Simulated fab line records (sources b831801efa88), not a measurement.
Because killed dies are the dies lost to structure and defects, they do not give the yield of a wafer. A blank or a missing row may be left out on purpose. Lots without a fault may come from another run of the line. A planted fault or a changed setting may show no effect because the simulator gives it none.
fab line records	flow sky130	part 1 of 2: steps 1 to 42 of 43
[record] lots = 6	wafers = 18	last_day = 50
route steps=708 shown METAL3@555 VIA3@573 PAD_OPEN@708
lots with no fault: from the same line, run without faults
start_h: start of the lot's first displayed wafer, in hours after the record's first day	wait_h: hours elapsed since this lot's preceding step	" unchanged from the row above	L1.1+2: several wafers, shown together as one row	- either no value or no given start	* or withheld: withheld	< > ~ a bound
route shown NAME@n: a module of which the file shows steps, and the number in the route of the first	usual: average and standard deviation across the fault-free wafers	same: alike in all rows	chamber/n: place in a boat	sites: the reading at each site	_std_site: standard deviation of those values	_edge_site: the outer-site mean with the inner-site mean subtracted	radius_mm: how far each site lies from the wafer's centre	mask NAME#n: copy n	behind: tool/chamber where the wafer was last shaped	hold: the reason the lot was held/the length of the hold in hours/how it ended	device: transistor that didn't switch, given as n, p or np	end of line: tests run on the same wafers once the route is complete	where a step has no rows: the recipe by itself	killed: dies lost to structure and defects at the first sort, not the wafer's yield	map: dies across one wafer; x = killed, . = not, _ = none there
set.NAME: the run value of the setting; set.NAME@STEP: its run value at that earlier step	model.NAME: the simulator's own value behind a step, which no gauge read
certain route steps with their lots: each step a table, each wafer a row
services: from which hour (start_h, from the record's first day; less than 0 if before it) a tool's chamber was out of use, for how many hours, and why
[[steps]]
[step SKY_METAL3_DEHYDRATE_05]
[recipe] temp_c = 200	time_s = 60
[step SKY_METAL3_HMDS_06]
[recipe] prime_time_s = 60	prime_temp_c = 120
[step SKY_METAL3_COAT_07]
[recipe] resist = BARC	temp_c = withheld	time_s = withheld	spin_rpm = 3000	resist_thk_nm = 60
[step SKY_METAL3_COAT_08]
[recipe] resist = KrF-thick	spin_rpm = 3000	resist_thk_nm = 1140
[step SKY_METAL3_SOFTBAKE_09]
[recipe] temp_c = 100	time_s = 90	resist = KrF-thick
[step SKY_METAL3_EXPOSE_10]
[recipe] mask_id = MM3	na = 0.68	source_shape = annular	sigma_inner = 0.4	sigma_outer = 0.8	target_cd_nm = 300	dose_mj = 28
[step SKY_METAL3_PEB_11]
[recipe] peb_temp_c = withheld	peb_time_s = withheld	resist = KrF-thick
[step SKY_METAL3_DEVELOP_12]
[recipe] develop_time_s = 60	resist = KrF-thick	dev_temp_c = 21
[step SKY_METAL3_CD_MEAS_13]
[recipe] target_cd_nm = 300
[usual] cd_nm = 300.6/1.3
lot.wafer	tool	chamber	start_h	wait_h	cd_nm
L388.1	cd_sem-02	-	930.11	-	300.5
L388.3	"	-	"	"	301.3
L388.5	"	-	"	"	302.4
L393.2	cd_sem-02	-	968.63	-	300.6
L393.4	"	-	"	"	300.1
L393.5	"	-	"	"	301.0
L397.2	cd_sem-01	-	1004.53	-	298.5
L397.3	"	-	"	"	298.9
L397.4	"	-	"	"	298.3
L398.2	cd_sem-01	-	1010.20	-	298.6
L398.5	"	-	"	"	299.1
L398.6	"	-	"	"	299.8
L400.2	cd_sem-02	-	1021.71	-	299.8
L400.3	"	-	"	"	299.0
L400.5	"	-	"	"	300.6
L406.3	cd_sem-01	-	1053.36	-	299.7
L406.4	"	-	"	"	302.1
L406.6	"	-	"	"	300.9
[step SKY_METAL3_OVL_MEAS_14]
[usual] METAL3_OVL = -1/5.3
lot.wafer	tool	chamber	start_h	wait_h	METAL3_OVL[nm]
L388.1	overlay-02	-	930.23	0.1	-1
L388.3	"	-	"	"	5
L388.5	"	-	"	"	5
L393.2	overlay-02	-	968.73	0.1	-7
L393.4	"	-	"	"	-11
L393.5	"	-	"	"	-1
L397.2	overlay-01	-	1004.63	0.1	-12
L397.3	"	-	"	"	-11
L397.4	"	-	"	"	-6
L398.2	overlay-02	-	1010.30	0.1	-3
L398.5	"	-	"	"	0
L398.6	"	-	"	"	5
L400.2	overlay-01	-	1021.82	0.1	-8
L400.3	"	-	"	"	-11
L400.5	"	-	"	"	-8
L406.3	overlay-02	-	1053.46	0.1	4
L406.4	"	-	"	"	0
L406.6	"	-	"	"	0
[step SKY_METAL3_DESCUM_15]
[recipe] chemistry = O2	source_power_w = 150	bias_power_w = 0	pressure_mtorr = 10	temp_c = 40	time_s = 8
[step SKY_METAL3_ETCH_16]
[recipe] chemistry = N2/H2	target = BARC	ion_energy_ev = 200	bias_w = 100	pressure_mtorr = 30	n2_flow_sccm = 100	h2_flow_sccm = 200	icp_w = 500	stop_on = SiO2	time_s = 88.2	target_depth_a = 600
[usual] drypump_motor_current_A = 5.6/0.37	oes_product_au = 0.625/0.0048	throttle_valve_pct = 13.205/0.0086
lot.wafer	tool	chamber	start_h	wait_h	drypump_motor_current_A	oes_product_au	rf_hours_counter_h	throttle_valve_pct
L388.1	rie_metal-04	0	930.29	0.0	6.5	0.628	19	13.207
L388.3	"	0	"	"	6.4	0.626	-	13.210
L388.5	"	1	"	"	5.3	0.630	-	13.208
L393.2	rie_metal-03	0	968.80	0.0	5.5	0.624	5	13.197
L393.4	"	1	"	"	5.3	0.629	-	13.212
L393.5	"	1	"	"	5.3	0.623	-	13.196
L397.2	rie_metal-01	0	1004.69	0.0	5.8	0.626	20	13.216
L397.3	"	1	"	"	5.6	0.633	-	13.213
L397.4	"	0	"	"	5.8	0.628	-	13.217
L398.2	rie_metal-01	1	1010.37	0.0	5.6	0.630	18	13.195
L398.5	"	1	"	"	5.5	0.627	-	13.206
L398.6	"	0	"	"	5.8	0.630	-	13.209
L400.2	rie_metal-01	1	1021.95	0.1	5.5	0.632	-	13.199
L400.3	"	1	"	"	5.6	0.629	-	13.201
L400.5	"	1	"	"	5.5	0.628	-	13.186
L406.3	rie_metal-03	0	1053.54	0.0	5.5	0.631	-	13.196
L406.4	"	1	"	"	5.3	0.628	-	13.195
L406.6	"	1	"	"	5.3	0.626	-	13.206
[step SKY_METAL3_ETCH_17]
[recipe] target = SiO2	stop_on = TiN	chemistry = C4F8/O2/Ar	source_w = 1500	bias_w = 1200	pressure_mtorr = 40	c4f8_flow_sccm = withheld	O2_flow_sccm = 6	Ar_flow_sccm = 300	time_s = 3.9	target_depth_a = 150
[usual] oes_product_au = 0.754/0.0069
lot.wafer	tool	chamber	start_h	wait_h	oes_product_au	rf_hours_counter_h
L388.1	rie_diel-04	2	930.39	0.1	0.755	5
L388.3	"	1	"	"	0.749	18
L388.5	"	3	"	"	0.752	-
L393.2	rie_diel-03	1	968.94	0.1	0.751	16
L393.4	"	2	"	"	0.750	21
L393.5	"	3	"	"	0.755	-
L397.2	rie_diel-02	2	1004.79	0.1	0.761	10
L397.3	"	0	"	"	0.748	4
L397.4	"	3	"	"	0.754	6
L398.2	rie_diel-02	3	1010.46	0.1	0.748	6
L398.5	"	3	"	"	0.755	-
L398.6	"	2	"	"	0.760	-
L400.2	rie_diel-02	0	1022.11	0.1	0.747	5
L400.3	"	2	"	"	0.754	11
L400.5	"	2	"	"	0.756	-
L406.3	rie_diel-03	2	1053.61	0.0	0.755	24
L406.4	"	0	"	"	0.765	10
L406.6	"	0	"	"	0.755	-
[step SKY_METAL3_METAL_ETCH_18]
[recipe] target_depth_a = 8450	stop_on = SiO2	over_etch_frac = 0.3	time_s = 183.1	chemistry = Cl2/BCl3	resist_sidewall_deg = 88	pressure_mtorr = 10	icp_w = 900	bias_w = 48.5	Cl2_flow_sccm = 60	bcl3_flow_sccm = 30
[usual] drypump_motor_current_A = 5.6/0.41	oes_product_au = 0.864/0.006	throttle_valve_pct = 22.265/0.0088
lot.wafer	tool	chamber	start_h	wait_h	drypump_motor_current_A	oes_product_au	rf_hours_counter_h	throttle_valve_pct
L388.1	rie_metal-01	1	930.41	0.0	5.6	0.870	14	22.270
L388.3	"	0	"	"	5.8	0.859	-	22.270
L388.5	"	1	"	"	5.5	0.854	-	22.260
L393.2	rie_metal-04	1	968.95	0.0	5.3	0.856	17	22.280
L393.4	"	1	"	"	5.3	0.859	-	22.259
L393.5	"	1	"	"	5.3	0.859	-	22.264
L397.2	rie_metal-03	0	1004.81	0.0	5.5	0.863	7	22.267
L397.3	"	0	"	"	5.5	0.871	-	22.269
L397.4	"	1	"	"	5.3	0.870	-	22.253
L398.2	rie_metal-04	1	1010.48	0.0	5.3	0.872	19	22.264
L398.5	"	1	"	"	5.3	0.871	-	22.267
L398.6	"	0	"	"	6.5	0.861	-	22.258
L400.2	rie_metal-04	0	1022.13	0.0	6.4	0.859	4	22.274
L400.3	"	1	"	"	5.3	0.863	-	22.253
L400.5	"	0	"	"	6.4	0.864	-	22.258
L406.3	rie_metal-04	1	1053.69	0.1	5.3	0.870	-	22.265
L406.4	"	0	"	"	6.4	0.860	-	22.274
L406.6	"	1	"	"	5.3	0.851	-	22.267
[step SKY_METAL3_STRIP_19]
[recipe] chemistry = O2/N2	power_w = 1400	pressure_mtorr = 1500	platen_temp_c = withheld	o2_flow_sccm = 3000	n2_flow_sccm = 300	overash_fraction = 0.5
[step SKY_METAL3_STRIP_20]
[recipe] chemistry = post_etch_residue_remover	time_s = 1200	temp_c = 72.5
[step SKY_METAL3_CLEAN_21]
[recipe] chemistry = IPA	time_s = 180	temp_c = 25
[step SKY_METAL3_CLEAN_22]
[recipe] chemistry = O3/DIW	dry = n2_spin
[step SKY_VIA3_HDPCVD_00]
[recipe] material = SiO2	target_thk_nm = 1635	sigma_open_frac = 0.3	time_s = 272.5	temp_c = 400	sih4_flow_sccm = 60	pressure_mtorr = 6
[step SKY_VIA3_THK_MEAS_01]
[recipe] reads = SiO2_of_VIA3_HDPCVD_00
[usual] VIA3_HDPCVD_THK = 1637/18
lot.wafer	tool	chamber	start_h	wait_h	VIA3_HDPCVD_THK[nm]
L388.1	film_metro-01	-	931.46	0.1	1607
L388.3	"	-	"	"	1614
L388.5	"	-	"	"	1626
L393.2	film_metro-01	-	969.90	0.1	1661
L393.4	"	-	"	"	1651
L393.5	"	-	"	"	1651
L397.2	film_metro-04	-	1005.80	0.1	1605
L397.3	"	-	"	"	1620
L397.4	"	-	"	"	1605
L398.2	film_metro-01	-	1011.47	0.1	1617
L398.5	"	-	"	"	1617
L398.6	"	-	"	"	1601
L400.2	film_metro-02	-	1023.08	0.1	1626
L400.3	"	-	"	"	1636
L400.5	"	-	"	"	1639
L406.3	film_metro-02	-	1054.59	0.1	1609
L406.4	"	-	"	"	1630
L406.6	"	-	"	"	1636
[step SKY_VIA3_CMP_02]
[recipe] material = SiO2	down_force_psi = 4	platen_rpm = 60	pad_velocity_m_s = 0.94248
[usual] head_pressure_psi = 3.999/0.0089	motor_current_A = 13.3/1.2
lot.wafer	tool	chamber	start_h	wait_h	head_pressure_psi	motor_current_A
L388.1	cmp-01	1	931.52	0.1	3.985	12.1
L388.3	"	0	"	"	3.996	12.1
L388.5	"	1	"	"	3.975	11.7
L393.2	cmp-02	0	970.00	0.1	4.006	15.0
L393.4	"	2	"	"	3.995	14.0
L393.5	"	3	"	"	3.995	14.6
L397.4	cmp-01	3	1005.88	0.1	3.977	11.2
L397.3	"	0	"	"	4.001	12.1
L397.2	"	2	"	"	3.992	13.8
L398.2	cmp-01	2	1011.52	0.0	3.989	14.5
L398.6	"	2	"	"	3.989	14.6
L398.5	"	3	"	"	4.011	11.2
L400.3	cmp-02	1	1023.13	0.0	3.990	13.9
L400.2	"	0	"	"	4.002	14.0
L400.5	"	2	"	"	3.998	14.8
L406.4	cmp-01	3	1055.01	0.4	4.004	11.1
L406.3	"	0	"	"	4.006	12.2
L406.6	"	2	"	"	4.006	14.5
[step SKY_VIA3_BOW_MEAS_03]
[recipe] mode = bow
[usual] VIA3_BOW = 80/7.1
lot.wafer	tool	chamber	start_h	wait_h	VIA3_BOW[um]
L388.1	film_metro-04	-	931.82	0.2	68
L388.3	"	-	"	"	77
L388.5	"	-	"	"	60
L393.2	film_metro-02	-	970.27	0.2	83
L393.4	"	-	"	"	81
L393.5	"	-	"	"	76
L397.2	film_metro-01	-	1006.20	0.1	80
L397.3	"	-	"	"	86
L397.4	"	-	"	"	87
L398.2	film_metro-01	-	1011.84	0.3	80
L398.5	"	-	"	"	74
L398.6	"	-	"	"	80
L400.2	film_metro-02	-	1023.45	0.1	75
L400.3	"	-	"	"	79
L400.5	"	-	"	"	84
L406.3	film_metro-04	-	1055.25	0.1	81
L406.4	"	-	"	"	82
L406.6	"	-	"	"	81
[step SKY_VIA3_DEHYDRATE_04]
[recipe] temp_c = 200	time_s = 60
[step SKY_VIA3_HMDS_05]
[recipe] prime_time_s = 60	prime_temp_c = 120
[step SKY_VIA3_COAT_06]
[recipe] resist = BARC	temp_c = withheld	time_s = withheld	spin_rpm = 3000	resist_thk_nm = 60
[step SKY_VIA3_COAT_07]
[recipe] resist = KrF-thick	spin_rpm = 3000	resist_thk_nm = 450
[step SKY_VIA3_SOFTBAKE_08]
[recipe] temp_c = 100	time_s = 90	resist = KrF-thick
[step SKY_VIA3_EXPOSE_09]
[recipe] mask_id = VIM3	na = 0.8	source_shape = annular	sigma_inner = 0.55	sigma_outer = 0.85	target_cd_nm = 200	dose_mj = 38
[step SKY_VIA3_PEB_10]
[recipe] peb_temp_c = withheld	peb_time_s = withheld	resist = KrF-thick
[step SKY_VIA3_DEVELOP_11]
[recipe] develop_time_s = 60	resist = KrF-thick	dev_temp_c = 21
[step SKY_VIA3_CD_MEAS_12]
[recipe] target_cd_nm = 200
[usual] cd_nm = 199.7/1.4
lot.wafer	tool	chamber	start_h	wait_h	cd_nm
L388.1	cd_sem-01	-	956.04	-	201.9
L388.3	"	-	"	"	201.5
L388.5	"	-	"	"	201.6
L393.2	cd_sem-02	-	993.68	-	200.8
L393.4	"	-	"	"	199.9
L393.5	"	-	"	"	200.0
L397.2	cd_sem-01	-	1028.96	-	200.9
L397.3	"	-	"	"	200.9
L397.4	"	-	"	"	200.5
L398.2	cd_sem-02	-	1034.41	-	198.7
L398.5	"	-	"	"	199.6
L398.6	"	-	"	"	199.8
L400.2	cd_sem-02	-	1045.66	-	198.9
L400.3	"	-	"	"	199.0
L400.5	"	-	"	"	198.6
L406.3	cd_sem-01	-	1076.98	-	200.9
L406.4	"	-	"	"	201.7
L406.6	"	-	"	"	202.8
[step SKY_VIA3_OVL_MEAS_13]
[usual] VIA3_OVL = -2/4.8
lot.wafer	tool	chamber	start_h	wait_h	VIA3_OVL[nm]
L388.1	overlay-02	-	956.16	0.1	-3
L388.3	"	-	"	"	-5
L388.5	"	-	"	"	-2
L393.2	overlay-02	-	993.78	0.1	-15
L393.4	"	-	"	"	-3
L393.5	"	-	"	"	-10
L397.2	overlay-02	-	1029.07	0.1	1
L397.3	"	-	"	"	2
L397.4	"	-	"	"	-4
L398.2	overlay-02	-	1034.52	0.1	-2
L398.5	"	-	"	"	1
L398.6	"	-	"	"	2
L400.2	overlay-01	-	1045.77	0.1	-6
L400.3	"	-	"	"	-1
L400.5	"	-	"	"	-1
L406.3	overlay-01	-	1077.08	0.1	-2
L406.4	"	-	"	"	-4
L406.6	"	-	"	"	-3
[step SKY_VIA3_ETCH_14]
[recipe] chemistry = N2/H2	target = BARC	ion_energy_ev = 200	source_w = 500	bias_w = 100	pressure_mtorr = 30	n2_flow_sccm = 100	h2_flow_sccm = 200	stop_on = SiO2	time_s = 45.9	target_depth_a = 600
[step SKY_VIA3_ETCH_15]
[recipe] target = SiO2	chemistry = C4F8/O2/Ar	target_depth_nm = 507	stop_on = TiN	mask_material = KrF-thick	source_w = 1500	bias_w = 1200	pressure_mtorr = 40	c4f8_flow_sccm = withheld	O2_flow_sccm = 6	Ar_flow_sccm = 300	time_s = 78
[usual] oes_product_au = 0.946/0.0051
lot.wafer	tool	chamber	start_h	wait_h	oes_product_au	rf_hours_counter_h
L388.1	rie_diel-03	3	956.24	0.0	0.948	2
L388.3	"	1	"	"	0.952	16
L388.5	"	1	"	"	0.935	-
L393.2	rie_diel-01	3	993.86	0.0	0.947	1
L393.4	"	3	"	"	0.948	-
L393.5	"	1	"	"	0.947	-
L397.2	rie_diel-03	1	1029.14	0.0	0.937	19
L397.3	"	0	"	"	0.946	9
L397.4	"	3	"	"	0.947	-
L398.2	rie_diel-03	1	1034.59	0.0	0.938	19
L398.5	"	3	"	"	0.939	-
L398.6	"	0	"	"	0.948	-
L400.2	rie_diel-01	1	1045.84	0.0	0.951	15
L400.3	"	2	"	"	0.951	1
L400.5	"	1	"	"	0.944	-
L406.3	rie_diel-04	2	1077.14	0.0	0.947	10
L406.4	"	1	"	"	0.952	23
L406.6	"	1	"	"	0.953	-
[step SKY_VIA3_STRIP_16]
[recipe] chemistry = O2/N2	power_w = 1400	pressure_mtorr = 1500	platen_temp_c = withheld	o2_flow_sccm = 3000	n2_flow_sccm = 300	overash_fraction = 0.5
[step SKY_VIA3_STRIP_17]
[recipe] chemistry = post_etch_residue_remover	time_s = 1200	temp_c = 72.5
[step SKY_VIA3_CLEAN_18]
[recipe] chemistry = IPA	time_s = 180	temp_c = 25
[step SKY_VIA3_CLEAN_19]
[recipe] chemistry = O3/DIW	dry = n2_spin
[step SKY_VIA3_SPUTTER_20]
[recipe] material = TiN	target_thk_nm = 20	chamber_pressure_pa = 5	power_w = 4000	time_s = 80
[usual] chamber_pressure_pa = 5.000/0.01	throttle_valve_pct = 29.7/0.95
lot.wafer	tool	chamber	start_h	wait_h	chamber_pressure_pa	throttle_valve_pct
L388.1	pvd_sputter-02	-	956.89	0.0	5.019	28.2
L388.3	"	-	"	"	5.003	27.5
L388.5	"	-	"	"	4.995	30.4
L393.2	pvd_sputter-04	-	994.56	0.0	4.996	30.4
L393.4	"	-	"	"	4.980	30.5
L393.5	"	-	"	"	4.987	30.7
L397.2	pvd_sputter-01	-	1029.79	0.0	4.995	30.0
L397.3	"	-	"	"	4.996	28.5
L397.4	"	-	"	"	5.003	30.4
L398.2	pvd_sputter-01	-	1035.28	0.0	4.994	29.9
L398.5	"	-	"	"	4.994	29.7
L398.6	"	-	"	"	4.993	29.7
L400.2	pvd_sputter-02	-	1046.56	0.0	5.005	28.3
L400.3	"	-	"	"	5.006	30.5
L400.5	"	-	"	"	5.000	30.3
L406.3	pvd_sputter-04	-	1077.79	0.0	4.989	30.6
L406.4	"	-	"	"	4.996	30.6
L406.6	"	-	"	"	4.989	30.6
[step SKY_VIA3_CVD_21]
[recipe] material = W	target_thk_nm = 390	time_s = 117.31	temp_c = 400	pressure_torr = 40
[step SKY_VIA3_RS_MEAS_22]
[recipe] thk_meas_gauge = four-point-probe	reads = W_of_VIA3_CVD_21+TiN_of_VIA3_SPUTTER_20
[usual] VIA3_W_RS = 0.292/0.0066
lot.wafer	tool	chamber	start_h	wait_h	VIA3_W_RS[ohm/sq]
L388.1	film_metro-02	-	957.08	0.1	0.286
L388.3	"	-	"	"	0.284
L388.5	"	-	"	"	0.300
L393.2	film_metro-02	-	994.76	0.1	0.286
L393.4	"	-	"	"	0.286
L393.5	"	-	"	"	0.300
L397.2	film_metro-01	-	1030.00	0.1	0.291
L397.3	"	-	"	"	0.287
L397.4	"	-	"	"	0.296
L398.2	film_metro-01	-	1035.49	0.1	0.293
L398.5	"	-	"	"	0.288
L398.6	"	-	"	"	0.296
L400.2	film_metro-01	-	1046.76	0.1	0.301
L400.3	"	-	"	"	0.289
L400.5	"	-	"	"	0.288
L406.3	film_metro-01	-	1078.02	0.1	0.284
L406.4	"	-	"	"	0.299
L406.6	"	-	"	"	0.301
[step SKY_VIA3_THK_MEAS_23]
[recipe] thk_meas_gauge = xrf	reads = W_of_VIA3_CVD_21
[usual] VIA3_W_THK = 403/10
lot.wafer	tool	chamber	start_h	wait_h	VIA3_W_THK[nm]
L388.1	film_metro-02	-	957.20	0.1	407
L388.3	"	-	"	"	405
L388.5	"	-	"	"	386
L393.2	film_metro-02	-	994.87	0.1	408
L393.4	"	-	"	"	407
L393.5	"	-	"	"	386
L397.2	film_metro-01	-	1030.11	0.1	407
L397.3	"	-	"	"	412
L397.4	"	-	"	"	397
L398.2	film_metro-01	-	1035.60	0.1	402
L398.5	"	-	"	"	409
L398.6	"	-	"	"	400
L400.2	film_metro-01	-	1046.87	0.1	393
L400.3	"	-	"	"	409
L400.5	"	-	"	"	412
L406.3	film_metro-01	-	1078.12	0.1	417
L406.4	"	-	"	"	393
L406.6	"	-	"	"	392
